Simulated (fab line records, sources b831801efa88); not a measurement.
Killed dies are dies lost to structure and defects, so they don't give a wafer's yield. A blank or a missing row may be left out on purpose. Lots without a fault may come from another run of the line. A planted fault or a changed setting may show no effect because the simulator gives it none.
fab line records | flow gf180mcu
record lots=7 wafers=20 last_day=34
route steps=602 shown STI@3 PASSIVATION@602
lots that met no fault: from a run of the same line without faults
start_h: hours from the record's first day to the start of the lot's first wafer shown | wait_h: hours since the lot's step before | " the same as in the row above | L1.1+2: a row that stands for several wafers | - no value, or no start given | * or withheld: withheld | < > ~ a bound
route shown NAME@n: a module of which the file shows steps, and the number in the route of the first | usual: mean/standard deviation of fault-free wafers | same: alike in all rows | chamber/n: place in a boat | sites: the reading at each site | _std_site: their standard deviation | _edge_site: outer sites' mean less inner sites' | radius_mm: how far each site lies from the wafer's centre | mask NAME#n: copy n | behind: the tool/chamber that last shaped the wafer | hold: why the lot was held/for how many hours/how that ended | device: the transistor (n, p or np) that didn't switch | end of line: the same wafers' tests at the end of the route | a step without rows: its recipe alone | killed: dies lost to structure and defects at the first sort, not the wafer's yield | map: a wafer's dies, x killed, . not, _ none there
set.NAME: the setting as run; set.NAME@STEP: as run at that earlier step | model.NAME: the simulator's own value behind a step, which no gauge read
lots at some steps of the route; a table a step, a row a wafer
services: from which hour (start_h, from the record's first day; less than 0 if before it) a tool's chamber was out of use, for how many hours, and why
## steps
# step GF_STI_THK_MEAS_02
# recipe reads=SiO2_of_STI_OXIDATION_01
# usual STI_OXIDATION_THK=10.03/0.16
# columns lot.wafer tool chamber start_h wait_h STI_OXIDATION_THK[nm]
L326.2 film_metro-04 - 21.52 0.0 10.18
L326.3 " - " " 10.01
L326.5 " - " " 9.92
L331.2 film_metro-01 - 46.64 0.0 10.22
L331.3 " - " " 10.11
L331.5 " - " " 10.39
L339.1 film_metro-04 - 87.38 0.0 10.01
L339.2 " - " " 9.95
L341.3 film_metro-01 - 96.53 0.0 9.99
L341.5 " - " " 9.93
L341.6 " - " " 9.99
L342.1 film_metro-02 - 104.24 0.0 10.17
L342.3 " - " " 10.20
L342.4 " - " " 10.08
L346.3 film_metro-02 - 121.53 0.0 9.87
L346.4 " - " " 10.33
L346.6 " - " " 10.13
L347.1 film_metro-01 - 126.51 0.0 9.93
L347.5 " - " " 9.86
L347.6 " - " " 9.95
# step GF_STI_CVD_03
# recipe material=Si3N4 precursor=DCS/NH3 target_thk_nm=207.16 temp_c=770 time_s=3551 pressure_mtorr=250
# step GF_STI_THK_MEAS_04
# recipe reads=Si3N4_of_STI_CVD_03
# usual STI_CVD_03_THK=207.2/2.3
# columns lot.wafer tool chamber start_h wait_h STI_CVD_03_THK[nm]
L326.2 film_metro-02 - 24.56 0.0 207.4
L326.3 " - " " 208.5
L326.5 " - " " 207.2
L331.2 film_metro-04 - 49.28 0.0 205.0
L331.3 " - " " 203.1
L331.5 " - " " 205.8
L339.1 film_metro-02 - 89.43 0.0 207.0
L339.2 " - " " 207.7
L341.3 film_metro-02 - 98.58 0.0 210.4
L341.5 " - " " 210.5
L341.6 " - " " 208.6
L342.1 film_metro-04 - 106.28 0.0 204.8
L342.3 " - " " 204.9
L342.4 " - " " 209.0
L346.3 film_metro-02 - 123.58 0.0 209.5
L346.4 " - " " 208.6
L346.6 " - " " 208.7
L347.1 film_metro-02 - 128.56 0.0 210.6
L347.5 " - " " 208.6
L347.6 " - " " 208.4
# step GF_STI_DEHYDRATE_05
# recipe temp_c=200 time_s=60
# step GF_STI_HMDS_06
# recipe prime_time_s=60 prime_temp_c=120
# step GF_STI_COAT_07
# recipe resist=KrF spin_rpm=withheld resist_thk_nm=700
# step GF_STI_SOFTBAKE_08
# recipe temp_c=130 time_s=60 resist=KrF
# step GF_STI_EXPOSE_09
# recipe mask_id=COMP target_cd_nm=220 na=0.68 source_shape=conventional sigma_outer=0.6 dose_mj=28
# step GF_STI_PEB_10
# recipe peb_temp_c=135 peb_time_s=90 resist=KrF
# step GF_STI_DEVELOP_11
# recipe develop_time_s=60 dev_temp_c=21
# step GF_STI_CD_MEAS_12
# recipe target_cd_nm=220
# usual cd_nm=219.8/1.1
# columns lot.wafer tool chamber start_h wait_h cd_nm
L326.2 cd_sem-01 - 36.82 0.1 220.7
L326.3 " - " " 219.3
L326.5 " - " " 220.0
L331.2 cd_sem-01 - 62.31 0.1 220.9
L331.3 " - " " 221.8
L331.5 " - " " 221.0
L339.1 cd_sem-02 - 102.90 0.1 219.3
L339.2 " - " " 219.6
L341.3 cd_sem-01 - 112.17 0.1 220.8
L341.5 " - " " 221.8
L341.6 " - " " 221.6
L342.1 cd_sem-02 - 120.50 0.1 219.1
L342.3 " - " " 219.2
L342.4 " - " " 219.5
L346.3 cd_sem-02 - 138.50 0.1 219.7
L346.4 " - " " 220.8
L346.6 " - " " 220.3
L347.1 cd_sem-02 - 143.73 0.1 220.0
L347.5 " - " " 218.4
L347.6 " - " " 218.7
# step GF_STI_ETCH_13
# recipe chemistry=CHF3/O2 stop_on=Si over_etch_frac=0.3 target_depth_a=2823.1 source_w=600 bias_w=200 pressure_mtorr=40 chf3_flow_sccm=50 O2_flow_sccm=5 time_s=112.9
# usual drypump_motor_current_A=5.83/0.28 oes_product_au=0.833/0.0071 run_length_s=141.3/0.53 throttle_valve_pct=8.810/0.0092
# columns lot.wafer tool chamber start_h wait_h drypump_motor_current_A oes_product_au rf_hours_counter_h run_length_s throttle_valve_pct
L326.2 rie_diel-04 0 36.92 0.1 5.72 0.833 161 141.0 8.802
L326.3 " 2 " " 6.27 0.836 31 141.9 8.819
L326.5 " 1 " " 5.44 0.836 - 141.2 8.814
L331.2 rie_diel-01 3 62.41 0.1 5.68 0.828 6 140.5 8.816
L331.3 " 1 " " 5.99 0.824 157 140.7 8.816
L331.5 " 2 " " 5.96 0.832 - 141.8 8.810
L339.1 rie_diel-04 3 103.02 0.1 5.69 0.827 48 140.2 8.806
L339.2 " 0 " " 5.73 0.839 163 141.0 8.810
L341.3 rie_diel-03 2 112.25 0.1 5.86 0.847 56 142.0 8.792
L341.5 " 2 " " 5.87 0.836 - 142.0 8.824
L341.6 " 3 " " 5.84 0.831 - 141.2 8.812
L342.1 rie_diel-03 0 120.62 0.1 5.52 0.833 106 141.5 8.800
L342.3 " 3 " " 5.85 0.824 104 141.1 8.797
L342.4 " 1 " " 5.71 0.835 9 141.4 8.824
L346.3 rie_diel-04 3 138.58 0.1 5.69 0.838 49 140.4 8.814
L346.4 " 3 " " 5.73 0.840 - 140.4 8.804
L346.6 " 2 " " 6.26 0.836 - 142.5 8.815
L347.1 rie_diel-01 3 143.85 0.1 5.64 0.833 9 140.7 8.814
L347.5 " 3 " " 5.67 0.835 - 140.3 8.802
L347.6 " 2 " " 5.96 0.828 - 141.8 8.814
# step GF_STI_ETCH_14
# recipe target=Si chemistry=HBr/Cl2/O2 target_depth_nm=360 icp_w=600 bias_w=150 pressure_mtorr=15 HBr_flow_sccm=150 Cl2_flow_sccm=40 O2_flow_sccm=6 time_s=102.9
# usual HBr_flow_sccm=150.0/0.48 drypump_motor_current_A=5.4/0.46 oes_product_au=0.996/0.0093 run_length_s=131.1/0.4 throttle_valve_pct=25.658/0.01
# columns lot.wafer tool chamber start_h wait_h HBr_flow_sccm drypump_motor_current_A oes_product_au rf_hours_counter_h run_length_s throttle_valve_pct model.etch.depth_nm model.STI.feature_depth_nm model.KrF_of_STI_COAT_07.thk_nm
L326.2 rie_si-02 3 37.00 0.0 149.3 5.1 0.992 128 130.9 25.660 358.4 358.4 319.6
L326.3 " 1 " " 150.7 5.4 1.008 44 131.0 25.641 365.3 365.3 320.2
L326.5 " 3 " " 150.2 5.1 1.003 - 130.6 25.654 358 358 320.1
L331.2 rie_si-02 2 62.48 0.0 149.9 4.8 1.000 136 131.4 25.650 356.7 356.7 317.5
L331.3 " 1 " " 149.9 5.4 0.999 44 131.3 25.668 361 361 317.3
L331.5 " 1 " " 150.1 5.4 1.006 - 130.8 25.655 361.7 361.7 315.5
L339.1 rie_si-02 1 103.10 0.0 150.2 5.4 1.001 44 79.9 25.648 181.6 181.6 382.4
L339.2 " 3 " " 149.2 5.1 0.997 129 130.5 25.662 353.4 353.4 322.1
L341.3 rie_si-02 0 112.33 0.0 149.6 6.1 0.990 76 131.7 25.658 354.3 354.3 320
L341.5 " 2 " " 150.3 4.8 1.000 - 80.9 25.664 181.7 181.7 375.2
L341.6 " 3 " " 149.2 5.1 1.006 - 130.3 25.664 358.5 358.5 315.8
L342.1 rie_si-02 1 120.70 0.0 150.8 5.4 1.015 44 80.1 25.640 183.6 183.6 381.4
L342.3 " 3 " " 151.1 5.1 0.989 129 131.0 25.662 358 358 316.2
L342.4 " 2 " " 150.2 4.8 1.006 136 131.3 25.660 362.2 362.2 322.5
L346.3 rie_si-01 0 138.66 0.0 150.2 5.8 0.978 5 131.6 25.679 352.9 352.9 328.6
L346.4 " 1 " " 150.4 5.7 1.031 1 131.5 25.636 371.2 371.2 322.3
L346.6 " 2 " " 149.9 5.2 1.001 - 131.1 25.645 361.2 361.2 325.7
L347.1 rie_si-01 3 143.93 0.0 150.3 5.9 1.013 80 131.6 25.662 361.3 361.3 318.4
L347.5 " 3 " " 150.1 5.9 0.995 - 131.7 25.650 361.9 361.9 322.4
L347.6 " 0 " " 149.1 5.8 0.989 - 131.0 25.662 356.1 356.1 323.4
# step GF_STI_STRIP_15
# recipe chemistry=O2/N2 power_w=1400 pressure_mtorr=1500 platen_temp_c=250 o2_flow_sccm=3000 n2_flow_sccm=300 overash_fraction=0.5
# usual drypump_motor_current_A=5.9/0.56 heater_power_w=324/17 oes_product_au=0.384/0.0046 strip_time_to_endpoint_s=3.72/0.039
# columns lot.wafer tool chamber start_h wait_h drypump_motor_current_A heater_power_w oes_product_au rf_hours_counter_h strip_time_to_endpoint_s
L326.2 plasma_asher-03 0 37.08 0.0 5.5 347 0.380 24 3.74
L326.3 " 0 " " 5.5 336 0.383 - 3.74
L326.5 " 0 " " 5.5 330 0.382 - 3.71
L331.2 plasma_asher-03 1 62.56 0.0 6.6 329 0.382 26 3.71
L331.3 " 0 " " 5.5 342 0.387 - 3.71
L331.5 " 1 " " 6.6 333 0.385 - 3.67
L339.1 plasma_asher-03 1 103.18 0.0 6.6 335 0.408 30 4.38
L339.2 " 0 " " 5.5 334 0.385 30 3.75
L341.3 plasma_asher-02 0 112.44 0.1 6.6 331 0.379 - 3.74
L341.5 " 1 " " 5.5 297 0.405 - 4.33
L341.6 " 0 " " 6.6 327 0.377 - 3.69
L342.1 plasma_asher-02 0 120.78 0.0 6.5 325 0.410 45 4.38
L342.3 " 1 " " 5.5 296 0.387 - 3.68
L342.4 " 0 " " 6.5 328 0.381 - 3.77
L346.3 plasma_asher-02 0 138.76 0.1 6.5 328 0.384 - 3.82
L346.4 " 1 " " 5.5 294 0.378 - 3.76
L346.6 " 0 " " 6.6 325 0.372 - 3.79
L347.1 plasma_asher-01 1 144.01 0.0 5.3 347 0.390 3 3.71
L347.5 " 1 " " 5.3 337 0.383 - 3.76
L347.6 " 0 " " 5.3 313 0.382 - 3.76
# step GF_STI_CLEAN_16
# recipe chemistry=dHF time_s=25 dilution=100:1
# step GF_PASSIVATION_PROBE_99
# columns lot.wafer tool chamber start_h wait_h model.etest.ldpmos_10p0.r_on_ohm_um model.etest.pwell_in_dnwell.line_ohm_um model.etest.ldnmos_10p0.r_on_ohm_um model.etest.pwell_in_dnwell.rs_ohm_sq model.etest.p_drift.rs_ohm_sq model.etest.n_drift.rs_ohm_sq model.etest.nwell.line_ohm_um model.etest.nwell.rs_ohm_sq
L326.2 prober-02 - 694.03 0.1 1.136e+04 3793 3742 2288 2470 1214 1186 1023
L326.3 prober-02 - 694.08 0.2 1.134e+04 3862 3758 2326 2558 1248 1223 1044
L326.5 prober-02 - 694.18 0.2 1.133e+04 3775 3751 2292 2492 1215 1191 1026
L331.2 prober-01 - 725.24 0.1 1.109e+04 4106 3749 2463 2469 1197 1144 999.4
L331.3 prober-01 - 725.29 0.2 1.113e+04 4081 3747 2441 2454 1183 1155 997.1
L331.5 prober-01 - 725.39 0.2 1.114e+04 4182 3760 2485 2511 1206 1160 1016
L339.1 prober-01 - 780.37 0.1 9978 2832 3046 1692 1861 823 861.7 743.8
L339.2 prober-01 - 780.42 0.1 1.093e+04 3686 3675 2208 2408 1188 1161 994.2
L341.3 prober-01 - 787.13 0.2 1.124e+04 4090 3701 2417 2318 1300 1160 987.5
L341.5 prober-01 - 787.23 0.2 9994 2789 3073 1718 1843 855.4 876.8 750.6
L341.6 prober-01 - 787.28 0.2 1.125e+04 4066 3715 2426 2322 1309 1135 993.6
L342.1 prober-02 - 793.21 0.1 9740 2772 2957 1685 1859 841.2 861.8 742.5
L342.3 prober-02 - 793.31 0.2 1.095e+04 4140 3640 2462 2542 1264 1145 986.6
L342.4 prober-02 - 793.36 0.2 1.094e+04 4197 3688 2500 2639 1320 1146 1009
L346.3 prober-02 - 813.42 0.2 1.11e+04 4081 3762 2479 2384 1150 1145 982
L346.4 prober-02 - 813.47 0.2 1.126e+04 4585 3836 2702 2576 1256 1193 1036
L346.6 prober-02 - 813.57 0.2 1.117e+04 4320 3802 2586 2451 1194 1162 1012
L347.1 prober-01 - 818.09 0.1 1.115e+04 4076 3717 2481 2387 1191 1304 1106
L347.5 prober-01 - 818.29 0.2 1.111e+04 4085 3709 2486 2418 1196 1286 1106
L347.6 prober-01 - 818.34 0.2 1.116e+04 4026 3733 2434 2348 1178 1266 1088
# killed by level:class
L326.2 CONTACT:geometric_particle:open=9 V2:geometric_particle:open=7 CONTACT:geometric_particle:short=4 V1:geometric_particle:short=3 V5:geometric_particle:open=3 V3:geometric_particle:short=3 V3:geometric_particle:open=3 V4:geometric_particle:open=3
L326.3 STI:geometric_particle:open=6 CONTACT:geometric_particle:open=6 SALICIDE:geometric_particle:short=4 V1:geometric_particle:open=4 V3:geometric_particle:open=3 M4:geometric_particle:short=3 V4:geometric_particle:open=3 CONTACT:geometric_particle:short=2
L326.5 V1:geometric_particle:short=5 V2:geometric_particle:open=5 V3:geometric_particle:open=5 CONTACT:geometric_particle:open=4 V1:geometric_particle:open=4 STI:geometric_particle:open=3 CONTACT:geometric_particle:short=3 V5:geometric_particle:open=3
L331.2 V4:geometric_particle:open=6 V5:geometric_particle:short=6 STI:geometric_particle:short=4 CONTACT:geometric_particle:short=3 V1:geometric_particle:open=3 V3:geometric_particle:short=3 V4:geometric_particle:short=3 V5:geometric_particle:open=3
L331.3 V4:geometric_particle:open=7 STI:geometric_particle:short=5 V1:geometric_particle:open=5 CONTACT:geometric_particle:open=4 V2:geometric_particle:open=4 V3:geometric_particle:open=4 M2:geometric_particle:short=3 M3:geometric_particle:short=3
L331.5 STI:geometric_particle:short=4 CONTACT:geometric_particle:open=4 V1:geometric_particle:open=4 CONTACT:geometric_particle:short=3 V4:geometric_particle:open=3 V3:geometric_particle:open=3 TOP_METAL:geometric_particle:short=3 STI:geometric_particle:open=2
L346.3 V3:geometric_particle:open=7 CONTACT:geometric_particle:open=6 STI:geometric_particle:short=5 CONTACT:geometric_particle:short=5 V1:geometric_particle:open=5 V3:geometric_particle:short=5 STI:geometric_particle:open=4 V2:geometric_particle:open=4
L346.4 CONTACT:geometric_particle:open=7 V2:geometric_particle:open=5 STI:geometric_particle:short=4 V3:geometric_particle:open=4 V4:geometric_particle:short=3 SAB:geometric_particle:short=2 V1:geometric_particle:open=2 V5:geometric_particle:short=2
L346.6 V4:geometric_particle:open=6 V5:geometric_particle:open=6 STI:geometric_particle:short=5 STI:geometric_particle:open=4 CONTACT:geometric_particle:open=4 V1:geometric_particle:open=4 POLY_GATE:geometric_particle:short=3 V3:geometric_particle:open=3
L347.1 V4:geometric_particle:open=8 V5:geometric_particle:open=5 CONTACT:geometric_particle:open=4 STI:geometric_particle:short=3 V3:geometric_particle:open=3 STI:geometric_particle:open=2 M1:geometric_particle:short=2 V1:geometric_particle:open=2
L347.5 V4:geometric_particle:open=10 STI:geometric_particle:short=5 V2:geometric_particle:open=4 V3:geometric_particle:open=4 V5:geometric_particle:short=4 V5:geometric_particle:open=4 STI:geometric_particle:open=3 CONTACT:geometric_particle:open=3
L347.6 V4:geometric_particle:open=6 CONTACT:geometric_particle:open=5 V5:geometric_particle:open=5 M1:geometric_particle:short=3 V2:geometric_particle:open=3 V4:geometric_particle:short=3 POLY_GATE:geometric_particle:open=2 V3:geometric_particle:open=2
## services
# columns tool chamber start_h hours kind
rie_si-02 2 28.97 4.7 repair
rie_si-01 - 30.85 28.1 pm
rie_si-02 - 34.35 0.1 repair
rie_diel-04 3 43.90 3.9 repair
plasma_asher-03 - 45.19 3.8 repair
plasma_asher-02 - 54.04 2.0 repair
rie_diel-04 1 58.73 - clean
rie_diel-04 1 58.73 15.4 scheduled_down
rie_diel-04 1 58.73 15.4 vent_cycle
rie_diel-01 1 65.30 3.6 repair
rie_si-01 1 65.46 - clean
rie_si-01 1 65.46 20.7 scheduled_down
rie_si-01 1 65.46 20.7 vent_cycle
plasma_asher-01 - 108.75 9.0 pm
plasma_asher-03 - 110.79 1.7 repair
rie_diel-04 0 116.92 - clean
rie_diel-04 0 116.92 25.3 scheduled_down
rie_diel-04 0 116.92 25.3 vent_cycle
rie_diel-04 - 118.28 2.8 pm
rie_diel-03 - 122.35 0.2 repair
rie_diel-01 - 122.39 2.8 pm
rie_diel-03 3 133.31 5.4 repair
rie_diel-03 2 139.77 12.0 repair
rie_diel-01 1 140.32 - clean
## key
first_sign step=GF_STI_ETCH_14 reading=run_length_s direction=down sigmas=99+ usual=* struck=*
effect step=GF_STI_STRIP_15 reading=strip_time_to_endpoint_s direction=up sigmas=16 usual=* struck=*
model_effect step=GF_STI_ETCH_14 value=etch.depth_nm without=360.6 struck=182.3
model_effect step=GF_PASSIVATION_PROBE_99 value=etest.ldpmos_10p0.r_on_ohm_um without=1.113e+04 struck=9904
met_at GF_STI_ETCH_14
struck_wafers L339.1,L341.5,L342.1
sort_left_out L339.1,L341.5,L342.1
tester_left_out L339,L341,L342
onset_between 62.48 103.10
fault kind=process_parameter_drift tool=rie_si-02 chamber=- onset_h=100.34 steps=GF_STI_ETCH_14 channel=time_s offset=* shape=step end_h=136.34 scope=struck_wafers_only acts_in=* stated=*
# tester_left_out: of these lots the tester's yield and bins aren't shown, on N5 and GAA mostly nor the transistor test; their killed dies are dies lost to structure and defects alone, not to doping, threshold or leakage, so they don't give the yield
# sort_left_out: the simulated sort isn't trusted on such a fault, so these wafers' sort isn't shown, and their yield isn't known
